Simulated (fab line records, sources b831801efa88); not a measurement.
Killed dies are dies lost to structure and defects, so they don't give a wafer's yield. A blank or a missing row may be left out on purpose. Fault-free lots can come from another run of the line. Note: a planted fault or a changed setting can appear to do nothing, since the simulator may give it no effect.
Which tool did it? :: flow sky130 :: 14 lots with 42 wafers sampled at 5 steps, on a route of 708 steps

## WHAT THE GAUGES SHOWED, per wafer
The record lacks any reading of a measuring or inspecting step that a usual standard deviation could be used to judge.

## WHICH TOOL RAN EACH LOT (tool, then ch and the chambers of the sampled wafers, then the start)
lot: L810
SKY_CONTACT_CMP_27: cmp-01 ch 1,2,3, day 31 17:46
SKY_METAL1_SPUTTER_04: pvd_sputter-03, day 31 18:10
SKY_VIA2_CVD_21: cvd_w-01 ch 0,1, day 36 09:40
SKY_VIA4_ETCH_12: rie_diel-01 ch 0,2,3, day 42 20:57
SKY_VIA4_STRIP_13: plasma_asher-04 ch 0,1, day 42 21:01

lot: L812
SKY_CONTACT_CMP_27: cmp-02 ch 0,1,3, day 32 16:59
SKY_METAL1_SPUTTER_04: pvd_sputter-04, day 32 17:19
SKY_VIA2_CVD_21: cvd_w-02 ch 0,1, day 37 08:17
SKY_VIA4_ETCH_12: rie_diel-01 ch 1,3, day 43 15:22
SKY_VIA4_STRIP_13: plasma_asher-03 ch 0,1, day 43 15:28

lot: L815
SKY_CONTACT_CMP_27: cmp-01 ch 0,1,2, day 33 16:46
SKY_METAL1_SPUTTER_04: pvd_sputter-04, day 33 17:10
SKY_VIA2_CVD_21: cvd_w-02 ch 0,1, day 38 06:08
SKY_VIA4_ETCH_12: rie_diel-01 ch 0,1,3, day 44 12:13
SKY_VIA4_STRIP_13: plasma_asher-04 ch 0,1, day 44 12:19

lot: L816
SKY_CONTACT_CMP_27: cmp-01 ch 1,2, day 33 18:04
SKY_METAL1_SPUTTER_04: pvd_sputter-04, day 33 18:28
SKY_VIA2_CVD_21: cvd_w-01 ch 0,1, day 38 09:16
SKY_VIA4_ETCH_12: rie_diel-02 ch 1,2, day 44 12:52
SKY_VIA4_STRIP_13: plasma_asher-01 ch 0,1, day 44 12:58

lot: L821
SKY_CONTACT_CMP_27: cmp-02 ch 0,1,3, day 35 12:28
SKY_METAL1_SPUTTER_04: pvd_sputter-03, day 35 12:51
SKY_VIA2_CVD_21: cvd_w-01 ch 0,1, day 39 23:58
SKY_VIA4_ETCH_12: rie_diel-02 ch 2,3, day 46 00:34
SKY_VIA4_STRIP_13: plasma_asher-03 ch 0,1, day 46 00:38

lot: L822
SKY_CONTACT_CMP_27: cmp-02 ch 1,2,3, day 35 20:22
SKY_METAL1_SPUTTER_04: pvd_sputter-03, day 35 20:45
SKY_VIA2_CVD_21: cvd_w-01 ch 0,1, day 40 09:09
SKY_VIA4_ETCH_12: rie_diel-01 ch 0,2,3, day 46 07:40
SKY_VIA4_STRIP_13: plasma_asher-04 ch 0,1, day 46 07:44

lot: L823
SKY_CONTACT_CMP_27: cmp-01 ch 0,1,3, day 36 02:28
SKY_METAL1_SPUTTER_04: pvd_sputter-04, day 36 02:51
SKY_VIA2_CVD_21: cvd_w-01 ch 0,1, day 40 13:36
SKY_VIA4_ETCH_12: rie_diel-01 ch 0,1,2, day 46 10:40
SKY_VIA4_STRIP_13: plasma_asher-03 ch 0,1, day 46 10:44

lot: L826
SKY_CONTACT_CMP_27: cmp-02 ch 0,2,3, day 36 18:51
SKY_METAL1_SPUTTER_04: pvd_sputter-04, day 36 19:08
SKY_VIA2_CVD_21: cvd_w-01 ch 0,1, day 41 03:56
SKY_VIA4_ETCH_12: rie_diel-04 ch 1,2,3, day 46 22:51
SKY_VIA4_STRIP_13: plasma_asher-01 ch 0,1, day 46 22:55

lot: L827
SKY_CONTACT_CMP_27: cmp-01 ch 0,1,2, day 36 21:19
SKY_METAL1_SPUTTER_04: pvd_sputter-04, day 36 21:34
SKY_VIA2_CVD_21: cvd_w-02 ch 0, day 41 06:32
SKY_VIA4_ETCH_12: rie_diel-01 ch 0,2,3, day 47 03:13
SKY_VIA4_STRIP_13: plasma_asher-03 ch 0,1, day 47 03:19

lot: L828
SKY_CONTACT_CMP_27: cmp-02 ch 0,2,3, day 37 10:57
SKY_METAL1_SPUTTER_04: pvd_sputter-01, day 37 11:15
SKY_VIA2_CVD_21: cvd_w-01 ch 0,1, day 41 18:18
SKY_VIA4_ETCH_12: rie_diel-01 ch 1,2,3, day 47 12:21
SKY_VIA4_STRIP_13: plasma_asher-01 ch 1, day 47 12:25

lot: L830
SKY_CONTACT_CMP_27: cmp-02 ch 0,2,3, day 37 23:10
SKY_METAL1_SPUTTER_04: pvd_sputter-04, day 37 23:28
SKY_VIA2_CVD_21: cvd_w-02 ch 1, day 42 07:32
SKY_VIA4_ETCH_12: rie_diel-04 ch 0,1, day 47 21:25
SKY_VIA4_STRIP_13: plasma_asher-04 ch 0,1, day 47 21:29

lot: L831
SKY_CONTACT_CMP_27: cmp-02 ch 0,2,3, day 38 09:20
SKY_METAL1_SPUTTER_04: pvd_sputter-01, day 38 09:45
SKY_VIA2_CVD_21: cvd_w-01 ch 0,1, day 42 14:46
SKY_VIA4_ETCH_12: rie_diel-01 ch 0,1,2, day 48 05:37
SKY_VIA4_STRIP_13: plasma_asher-01 ch 1, day 48 05:41

lot: L832
SKY_CONTACT_CMP_27: cmp-02 ch 0,1,2, day 38 10:39
SKY_METAL1_SPUTTER_04: pvd_sputter-04, day 38 11:02
SKY_VIA2_CVD_21: cvd_w-02 ch 0,1, day 42 17:39
SKY_VIA4_ETCH_12: rie_diel-04 ch 1,3, day 48 08:15
SKY_VIA4_STRIP_13: plasma_asher-03 ch 0,1, day 48 08:19

lot: L833
SKY_CONTACT_CMP_27: cmp-02 ch 2,3, day 38 18:55
SKY_METAL1_SPUTTER_04: pvd_sputter-03, day 38 19:18
SKY_VIA2_CVD_21: cvd_w-01 ch 0,1, day 43 00:34
SKY_VIA4_ETCH_12: rie_diel-04 ch 2,3, day 48 12:33
SKY_VIA4_STRIP_13: plasma_asher-01 ch 0, day 48 12:37
- SKY_CONTACT_CMP_27: polishes, stops on SiO2, t overpolish 15 s, target thk 0 nm.
- SKY_METAL1_SPUTTER_04: material TiN, target thk 70 nm, time 58.3 s.
- SKY_VIA2_CVD_21: deposits W, target thk 420 nm, time 126.4 s.
- SKY_VIA4_ETCH_12: etches SiO2 in C4F8/O2/Ar, stops on TiN, target depth 580 nm.
- SKY_VIA4_STRIP_13: strips in O2/N2.

## AS READ BY THE TOOLS THEMSELVES (means over the sampled wafers that have a number; for cases with no such wafer, the mark the record gives instead)
SKY_CONTACT_CMP_27.
lot: L810
tool: cmp-01
motor_current_A (A): 12.0
overpolish_run_s (s): 15.001
time_to_endpoint_s (s): 77

lot: L812
tool: cmp-02
motor_current_A (A): 10.5
overpolish_run_s (s): 15.004
time_to_endpoint_s (s): 83

lot: L815
tool: cmp-01
motor_current_A (A): 11.4
overpolish_run_s (s): 15.003
time_to_endpoint_s (s): 79

lot: L816
tool: cmp-01
motor_current_A (A): 12.0
overpolish_run_s (s): 15.004
time_to_endpoint_s (s): 82

lot: L821
tool: cmp-02
motor_current_A (A): 10.7
overpolish_run_s (s): 15.000
time_to_endpoint_s (s): 83

lot: L822
tool: cmp-02
motor_current_A (A): 11.1
overpolish_run_s (s): 14.995
time_to_endpoint_s (s): 77

lot: L823
tool: cmp-01
motor_current_A (A): 11.4
overpolish_run_s (s): 15.000
time_to_endpoint_s (s): 81

lot: L826
tool: cmp-02
motor_current_A (A): 11.0
overpolish_run_s (s): 15.003
time_to_endpoint_s (s): 81

lot: L827
tool: cmp-01
motor_current_A (A): 11.3
overpolish_run_s (s): 15.012
time_to_endpoint_s (s): 86

lot: L828
tool: cmp-02
motor_current_A (A): 11.4
overpolish_run_s (s): 15.008
time_to_endpoint_s (s): 81

lot: L830
tool: cmp-02
motor_current_A (A): 11.3
overpolish_run_s (s): 14.997
time_to_endpoint_s (s): 82

lot: L831
tool: cmp-02
motor_current_A (A): 11.8
overpolish_run_s (s): 14.999
time_to_endpoint_s (s): 82

lot: L832
tool: cmp-02
motor_current_A (A): 11.2
overpolish_run_s (s): 14.995
time_to_endpoint_s (s): 82

lot: L833
tool: cmp-02
motor_current_A (A): 11.2
overpolish_run_s (s): 15.002
time_to_endpoint_s (s): 82

SKY_METAL1_SPUTTER_04.
lot: L810
tool: pvd_sputter-03
throttle_valve_pct (%): 29.9

lot: L812
tool: pvd_sputter-04
throttle_valve_pct (%): 31.0

lot: L815
tool: pvd_sputter-04
throttle_valve_pct (%): 30.4

lot: L816
tool: pvd_sputter-04
throttle_valve_pct (%): 30.8

lot: L821
tool: pvd_sputter-03
throttle_valve_pct (%): 29.9

lot: L822
tool: pvd_sputter-03
throttle_valve_pct (%): 29.7

lot: L823
tool: pvd_sputter-04
throttle_valve_pct (%): 30.9

lot: L826
tool: pvd_sputter-04
throttle_valve_pct (%): 31.2

lot: L827
tool: pvd_sputter-04
throttle_valve_pct (%): 30.7

lot: L828
tool: pvd_sputter-01
throttle_valve_pct (%): 29.3

lot: L830
tool: pvd_sputter-04
throttle_valve_pct (%): 30.6

lot: L831
tool: pvd_sputter-01
throttle_valve_pct (%): 28.8

lot: L832
tool: pvd_sputter-04
throttle_valve_pct (%): 30.6

lot: L833
tool: pvd_sputter-03
throttle_valve_pct (%): 29.8

SKY_VIA2_CVD_21.
lot: L810
tool: cvd_w-01
heater_power_w (W): 932

lot: L812
tool: cvd_w-02
heater_power_w (W): 841

lot: L815
tool: cvd_w-02
heater_power_w (W): 912

lot: L816
tool: cvd_w-01
heater_power_w (W): 854

lot: L821
tool: cvd_w-01
heater_power_w (W): 947

lot: L822
tool: cvd_w-01
heater_power_w (W): 935

lot: L823
tool: cvd_w-01
heater_power_w (W): 849

lot: L826
tool: cvd_w-01
heater_power_w (W): 857

lot: L827
tool: cvd_w-02
heater_power_w (W): 920

lot: L828
tool: cvd_w-01
heater_power_w (W): 845

lot: L830
tool: cvd_w-02
heater_power_w (W): 774

lot: L831
tool: cvd_w-01
heater_power_w (W): 969

lot: L832
tool: cvd_w-02
heater_power_w (W): 825

lot: L833
tool: cvd_w-01
heater_power_w (W): 857

SKY_VIA4_ETCH_12.
lot: L810
tool: rie_diel-01
bias_w (W): 1199
chamber_pressure_mTorr (mTorr): 39.98
oes_product_au (a.u.): 0.923

lot: L812
tool: rie_diel-01
bias_w (W): 1200
chamber_pressure_mTorr (mTorr): 39.99
oes_product_au (a.u.): 0.928

lot: L815
tool: rie_diel-01
bias_w (W): 1201
chamber_pressure_mTorr (mTorr): 39.97
oes_product_au (a.u.): 0.924

lot: L816
tool: rie_diel-02
bias_w (W): 1201
chamber_pressure_mTorr (mTorr): 39.99
oes_product_au (a.u.): 0.920

lot: L821
tool: rie_diel-02
bias_w (W): -
chamber_pressure_mTorr (mTorr): -
oes_product_au (a.u.): -

lot: L822
tool: rie_diel-01
bias_w (W): -
chamber_pressure_mTorr (mTorr): -
oes_product_au (a.u.): -

lot: L823
tool: rie_diel-01
bias_w (W): 1201
chamber_pressure_mTorr (mTorr): 39.99
oes_product_au (a.u.): 0.927

lot: L826
tool: rie_diel-04
bias_w (W): 1200
chamber_pressure_mTorr (mTorr): 40.03
oes_product_au (a.u.): 0.926

lot: L827
tool: rie_diel-01
bias_w (W): 1200
chamber_pressure_mTorr (mTorr): 40.01
oes_product_au (a.u.): 0.922

lot: L828
tool: rie_diel-01
bias_w (W): 1202
chamber_pressure_mTorr (mTorr): 39.98
oes_product_au (a.u.): 0.925

lot: L830
tool: rie_diel-04
bias_w (W): 1199
chamber_pressure_mTorr (mTorr): 40.03
oes_product_au (a.u.): 0.922

lot: L831
tool: rie_diel-01
bias_w (W): 1202
chamber_pressure_mTorr (mTorr): 40.00
oes_product_au (a.u.): 0.930

lot: L832
tool: rie_diel-04
bias_w (W): 1199
chamber_pressure_mTorr (mTorr): 40.00
oes_product_au (a.u.): 0.928

lot: L833
tool: rie_diel-04
bias_w (W): 1202
chamber_pressure_mTorr (mTorr): 39.99
oes_product_au (a.u.): 0.929

SKY_VIA4_STRIP_13.
lot: L810
tool: plasma_asher-04
drypump_motor_current_A (A): 5.82
o2_flow_sccm (sccm): 2988
oes_product_au (a.u.): 0.713
strip_time_to_endpoint_s (s): 12.80

lot: L812
tool: plasma_asher-03
drypump_motor_current_A (A): 5.95
o2_flow_sccm (sccm): 2993
oes_product_au (a.u.): 0.708
strip_time_to_endpoint_s (s): 12.81

lot: L815
tool: plasma_asher-04
drypump_motor_current_A (A): 5.94
o2_flow_sccm (sccm): 3014
oes_product_au (a.u.): 0.708
strip_time_to_endpoint_s (s): 12.79

lot: L816
tool: plasma_asher-01
drypump_motor_current_A (A): 6.23
o2_flow_sccm (sccm): 2993
oes_product_au (a.u.): 0.710
strip_time_to_endpoint_s (s): 12.77

lot: L821
tool: plasma_asher-03
drypump_motor_current_A (A): 5.73
o2_flow_sccm (sccm): 2991
oes_product_au (a.u.): 0.715
strip_time_to_endpoint_s (s): 14.12

lot: L822
tool: plasma_asher-04
drypump_motor_current_A (A): 5.92
o2_flow_sccm (sccm): 3003
oes_product_au (a.u.): 0.717
strip_time_to_endpoint_s (s): 14.16

lot: L823
tool: plasma_asher-03
drypump_motor_current_A (A): 5.93
o2_flow_sccm (sccm): 2998
oes_product_au (a.u.): 0.710
strip_time_to_endpoint_s (s): 12.80

lot: L826
tool: plasma_asher-01
drypump_motor_current_A (A): 6.20
o2_flow_sccm (sccm): 2997
oes_product_au (a.u.): 0.708
strip_time_to_endpoint_s (s): 12.78

lot: L827
tool: plasma_asher-03
drypump_motor_current_A (A): 5.94
o2_flow_sccm (sccm): 2995
oes_product_au (a.u.): 0.704
strip_time_to_endpoint_s (s): 12.85

lot: L828
tool: plasma_asher-01
drypump_motor_current_A (A): 6.20
o2_flow_sccm (sccm): 2993
oes_product_au (a.u.): 0.709
strip_time_to_endpoint_s (s): 12.81

lot: L830
tool: plasma_asher-04
drypump_motor_current_A (A): 5.93
o2_flow_sccm (sccm): 2993
oes_product_au (a.u.): 0.711
strip_time_to_endpoint_s (s): 12.74

lot: L831
tool: plasma_asher-01
drypump_motor_current_A (A): 6.22
o2_flow_sccm (sccm): 3002
oes_product_au (a.u.): 0.712
strip_time_to_endpoint_s (s): 12.79

lot: L832
tool: plasma_asher-03
drypump_motor_current_A (A): 5.95
o2_flow_sccm (sccm): 3004
oes_product_au (a.u.): 0.714
strip_time_to_endpoint_s (s): 12.79

lot: L833
tool: plasma_asher-01
drypump_motor_current_A (A): 6.17
o2_flow_sccm (sccm): 2997
oes_product_au (a.u.): 0.708
strip_time_to_endpoint_s (s): 12.77

## THE ANSWER, worked out from the rows above alone
Rule: what is usual is taken from the lots themselves. The widest of any qualifying gaps counts: lots, ordered by their means at a reading, are off when they make up no more than a third of the lots, leave a main group of 4 or more, and stand apart from it by 3 or more times the standard deviation of that group's means. Not used: any main group whose means are identical at the precision the tables above print for the reading. Also off: a lot with no number at a reading for which 4 or more lots have one. Any other lot the step has rows for is counted as sound. After the gauges, taken in route order, come the tools' own readings; for these a lot's mean is taken, as printed above. At the first step where some lot is off, the reading lying furthest off is the one used; lots without a number count as furthest.
Off: L821, L822 (SKY_VIA4_ETCH_12, bias_w). Without a number there: L821, L822. Main group: mean 1200 W, sd 1.1.
If a tool, at that step or one of the process steps before it, ran each lot that is off and ran no sound lot following the first of them, it fits. Not one of the candidates tried fits.

## WHAT THE SIMULATOR HAD INSERTED
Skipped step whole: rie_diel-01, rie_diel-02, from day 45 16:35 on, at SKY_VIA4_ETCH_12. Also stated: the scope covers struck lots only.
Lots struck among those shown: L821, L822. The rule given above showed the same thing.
